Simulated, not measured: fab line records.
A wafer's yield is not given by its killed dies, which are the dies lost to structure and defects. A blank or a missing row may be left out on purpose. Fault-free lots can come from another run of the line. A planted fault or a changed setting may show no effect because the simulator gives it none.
Which tool is to blame? || flow sky130 || 11 lots with 33 wafers sampled at 3 steps, on a route of 708 steps

## WHAT EACH GAUGE READ, for each wafer
SKY_VIA2_RS_MEAS_22: a four-point-probe measurement.
{"lot": "L734", "measured": "day 37 08:54", "on": "film-metro-03", "VIA2_W_RS (ohm/sq)": "0.2719 0.2734 0.2727"}
{"lot": "L736", "measured": "day 37 19:17", "on": "film-metro-03", "VIA2_W_RS (ohm/sq)": "0.2694 0.2687 0.2707"}
{"lot": "L738", "measured": "day 38 13:09", "on": "film-metro-04", "VIA2_W_RS (ohm/sq)": "0.2733 0.2687 0.2728"}
{"lot": "L740", "measured": "day 39 03:55", "on": "film-metro-03", "VIA2_W_RS (ohm/sq)": "0.2706 0.2734 0.2750"}
{"lot": "L745", "measured": "day 40 13:31", "on": "film-metro-03", "VIA2_W_RS (ohm/sq)": "58.362 58.948 59.226"}
{"lot": "L746", "measured": "day 41 07:19", "on": "film-metro-04", "VIA2_W_RS (ohm/sq)": "56.853 56.989 57.819"}
{"lot": "L747", "measured": "day 41 08:09", "on": "film-metro-03", "VIA2_W_RS (ohm/sq)": "58.661 57.000 58.236"}
{"lot": "L749", "measured": "day 41 22:33", "on": "film-metro-03", "VIA2_W_RS (ohm/sq)": "0.2704 0.2684 0.2725"}
{"lot": "L750", "measured": "day 42 16:34", "on": "film-metro-01", "VIA2_W_RS (ohm/sq)": "0.2704 0.2686 0.2699"}
{"lot": "L751", "measured": "day 42 17:11", "on": "film-metro-01", "VIA2_W_RS (ohm/sq)": "0.2731 0.2693 0.2705"}
{"lot": "L753", "measured": "day 42 23:10", "on": "film-metro-03", "VIA2_W_RS (ohm/sq)": "0.2733 0.2670 0.2666"}

## TOOL THAT RAN EACH LOT (tool first, then ch and the chambers of the sampled wafers, then the start)
{"lot": "L734", "SKY_VIA2_ETCH_14": "rie-diel-04 ch 1,2,3, day 37 07:59", "SKY_VIA2_CVD_21": "cvd-w-02 ch 1, day 37 08:45"}
{"lot": "L736", "SKY_VIA2_ETCH_14": "rie-diel-04 ch 0,1,2, day 37 18:22", "SKY_VIA2_CVD_21": "cvd-w-01 ch 0,1, day 37 19:08"}
{"lot": "L738", "SKY_VIA2_ETCH_14": "rie-diel-01 ch 1,3, day 38 12:14", "SKY_VIA2_CVD_21": "cvd-w-02 ch 0,1, day 38 13:00"}
{"lot": "L740", "SKY_VIA2_ETCH_14": "rie-diel-03 ch 0,2,3, day 39 02:59", "SKY_VIA2_CVD_21": "cvd-w-02 ch 0,1, day 39 03:46"}
{"lot": "L745", "SKY_VIA2_ETCH_14": "rie-diel-04 ch 1,3, day 40 12:37", "SKY_VIA2_CVD_21": "cvd-w-01 ch 0,1, day 40 13:23"}
{"lot": "L746", "SKY_VIA2_ETCH_14": "rie-diel-04 ch 1,2, day 41 06:19", "SKY_VIA2_CVD_21": "cvd-w-01 ch 0,1, day 41 07:11"}
{"lot": "L747", "SKY_VIA2_ETCH_14": "rie-diel-01 ch 2,3, day 41 07:11", "SKY_VIA2_CVD_21": "cvd-w-02 ch 0,1, day 41 08:01"}
{"lot": "L749", "SKY_VIA2_ETCH_14": "rie-diel-03 ch 1,2, day 41 21:37", "SKY_VIA2_CVD_21": "cvd-w-02 ch 0,1, day 41 22:25"}
{"lot": "L750", "SKY_VIA2_ETCH_14": "rie-diel-04 ch 0,3, day 42 15:31", "SKY_VIA2_CVD_21": "cvd-w-02 ch 0,1, day 42 16:26"}
{"lot": "L751", "SKY_VIA2_ETCH_14": "rie-diel-03 ch 1,3, day 42 16:05", "SKY_VIA2_CVD_21": "cvd-w-01 ch 0,1, day 42 17:04"}
{"lot": "L753", "SKY_VIA2_ETCH_14": "rie-diel-04 ch 0,1,2, day 42 22:07", "SKY_VIA2_CVD_21": "cvd-w-01 ch 0,1, day 42 23:01"}
- SKY_VIA2_ETCH_14: etches BARC in N2/H2, stops on SiO2, time 45.9 s, target depth 60 nm.
- SKY_VIA2_CVD_21: deposits W, target thk 420 nm, time 126.4 s.

## THE ANSWER, worked out from the rows above alone
Rule: what is usual is taken from the lots themselves. Put in order of their means at a reading, lots are off if they are a third of the lots or fewer, leave a main group of 4 or more, and stand apart from it by a gap of 3 or more times the standard deviation of the main group's means; of several such gaps the widest counts. The tables above print the reading to a certain number of digits; a main group whose means all agree to those digits is not used. A lot without any number at a reading at which 4 lots or more have one is off too. Any other lot the step has rows for is counted as sound.
Off: L745, L746, L747, seen at SKY_VIA2_RS_MEAS_22 (VIA2_W_RS). The main group: mean 0.2709 ohm/sq, standard deviation 0.0014.
A tool fits if, at a process step before that reading, it ran every lot that is off, and no sound lot after the first of them. The gauges at SKY_VIA2_RS_MEAS_22 are tried like those tools. Of those tried, none fits.

## WHAT THE SIMULATOR HAD INSERTED
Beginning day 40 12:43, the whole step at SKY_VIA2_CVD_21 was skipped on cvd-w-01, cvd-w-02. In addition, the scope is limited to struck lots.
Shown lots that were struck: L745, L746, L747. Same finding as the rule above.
